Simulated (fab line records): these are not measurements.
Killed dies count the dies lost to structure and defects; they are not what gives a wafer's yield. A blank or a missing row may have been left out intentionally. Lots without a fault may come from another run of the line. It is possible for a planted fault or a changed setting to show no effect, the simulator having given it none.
Which of the tools did it? ; flow sfq line ; 42 wafers from 14 lots sampled at 3 of the route's 325 steps

WHAT EACH GAUGE READ, for each wafer
SFQ_M6_RS_MEAS_938: measures by four-point-probe. Usual: M6_NB_RS 0.890 ohm/sq, standard deviation 0.012.
lot;measured;on;M6_NB_RS (ohm/sq);flag
L236;day 56 00:43;film metro-04;0.891 0.901 0.881;
L237;day 57 01:11;film metro-03;0.899 0.900 0.895;
L240;day 60 08:50;film metro-02;0.881 0.901 0.877;
L241;day 62 14:53;film metro-04;0.886 0.890 0.900;
L242;day 62 16:05;film metro-02;0.874 0.880 0.865;
L243;day 62 18:28;film metro-04;0.904 0.891 0.902;
L244;day 62 22:12;film metro-02;0.876 0.879 0.882;
L245;day 64 07:01;film metro-04;0.887 0.884 0.889;
L246;day 67 05:27;film metro-02;0.883 0.871 0.889;
L247;day 67 07:56;film metro-02;0.874 0.879 0.869;
L251;day 68 17:08;film metro-04;0.886 0.872 0.885;
L252;day 72 04:24;film metro-03;0.900 0.890 0.895;
L253;day 72 09:39;film metro-04;0.903 0.889 0.901;
L255;day 74 03:22;film metro-03;0.906 0.887 0.896;

WHICH TOOL RAN EACH LOT (tool, then ch and the chambers of the sampled wafers, then the start)
lot;SFQ_TRILAYER_R5_STRIP_STRIP_140;SFQ_TRILAYER_M6_DEP_SPUTTER_157
L236;rie metal-03 ch 0,1, day 51 09:41;pvd sputter-05, day 56 00:38
L237;rie metal-04 ch 0,1, day 51 14:05;pvd sputter-05, day 57 01:03
L240;rie metal-04 ch 0,1, day 55 17:05;pvd sputter-05, day 60 08:45
L241;rie metal-02 ch 0,1, day 56 19:28;pvd sputter-05, day 62 14:47
L242;rie metal-03 ch 0,1, day 57 03:52;pvd sputter-04, day 62 16:00
L243;rie metal-03 ch 0,1, day 57 06:16;pvd sputter-05, day 62 18:23
L244;rie metal-04 ch 0,1, day 59 06:31;pvd sputter-04, day 62 22:07
L245;rie metal-03 ch 0,1, day 59 07:55;pvd sputter-04, day 64 06:53
L246;rie metal-04 ch 0,1, day 62 09:10;pvd sputter-04, day 67 05:20
L247;rie metal-04 ch 0,1, day 62 10:22;pvd sputter-06, day 67 07:51
L251;rie metal-02 ch 0,1, day 68 01:05;pvd sputter-06, day 68 17:03
L252;rie metal-02 ch 0,1, day 68 03:29;pvd sputter-06, day 72 04:17
L253;rie metal-04 ch 0,1, day 68 06:37;pvd sputter-06, day 72 09:32
L255;rie metal-04 ch 0,1, day 70 02:46;pvd sputter-04, day 74 03:14
- SFQ_TRILAYER_R5_STRIP_STRIP_140: strips in O2.
- SFQ_TRILAYER_M6_DEP_SPUTTER_157: material Nb, target thk 200 nm, time 133.3 s.

AS READ BY THE TOOLS THEMSELVES (means over the sampled wafers that have a number; for cases with no such wafer, the mark the record gives instead)
SFQ_TRILAYER_R5_STRIP_STRIP_140. Usual: drypump motor current A 5.9 A, standard deviation 0.4; oes product au 1.000 a.u., standard deviation 0.0083.
lot;tool;drypump motor current A (A);oes product au (a.u.);flag
L236;rie metal-03;6.1;0.997;
L237;rie metal-04;5.6;1.007;
L240;rie metal-04;5.6;1.013;
L241;rie metal-02;6.3;0.990;
L242;rie metal-03;5.9;1.002;
L243;rie metal-03;5.9;1.003;
L244;rie metal-04;5.7;1.005;
L245;rie metal-03;6.1;1.003;
L246;rie metal-04;5.6;1.003;
L247;rie metal-04;5.6;1.000;
L251;rie metal-02;6.3;0.989;
L252;rie metal-02;6.3;0.993;
L253;rie metal-04;5.4;0.999;
L255;rie metal-04;5.7;1.007;

SFQ_TRILAYER_M6_DEP_SPUTTER_157. Usual: 30.0 % for throttle valve pct, sd 0.72.
lot;tool;throttle valve pct (%);flag
L236;pvd sputter-05;30.3;
L237;pvd sputter-05;30.5;
L240;pvd sputter-05;30.1;
L241;pvd sputter-05;30.5;
L242;pvd sputter-04;29.7;
L243;pvd sputter-05;30.2;
L244;pvd sputter-04;30.3;
L245;pvd sputter-04;29.6;
L246;pvd sputter-04;30.2;
L247;pvd sputter-06;30.3;
L251;pvd sputter-06;29.5;
L252;pvd sputter-06;29.6;
L253;pvd sputter-06;29.2;
L255;pvd sputter-04;29.7;

THE ANSWER, worked out from the rows above alone
Rule: lot off if the mean of its wafers having a number is beyond 3 standard deviations from the usual mean. A lot without any number at a reading at which 4 lots or more have one is off too. Any other lot the step has rows for is counted as sound. After the gauges, taken in route order, come the tools' own readings; for these a lot's mean is taken, as printed above. The first step at which some lot is off is used, and at that step the reading that is off furthest; a lot without a number counts as furthest.
No lot is off at any reading shown: from this, nothing can be told.

WHAT THE SIMULATOR HAD INSERTED
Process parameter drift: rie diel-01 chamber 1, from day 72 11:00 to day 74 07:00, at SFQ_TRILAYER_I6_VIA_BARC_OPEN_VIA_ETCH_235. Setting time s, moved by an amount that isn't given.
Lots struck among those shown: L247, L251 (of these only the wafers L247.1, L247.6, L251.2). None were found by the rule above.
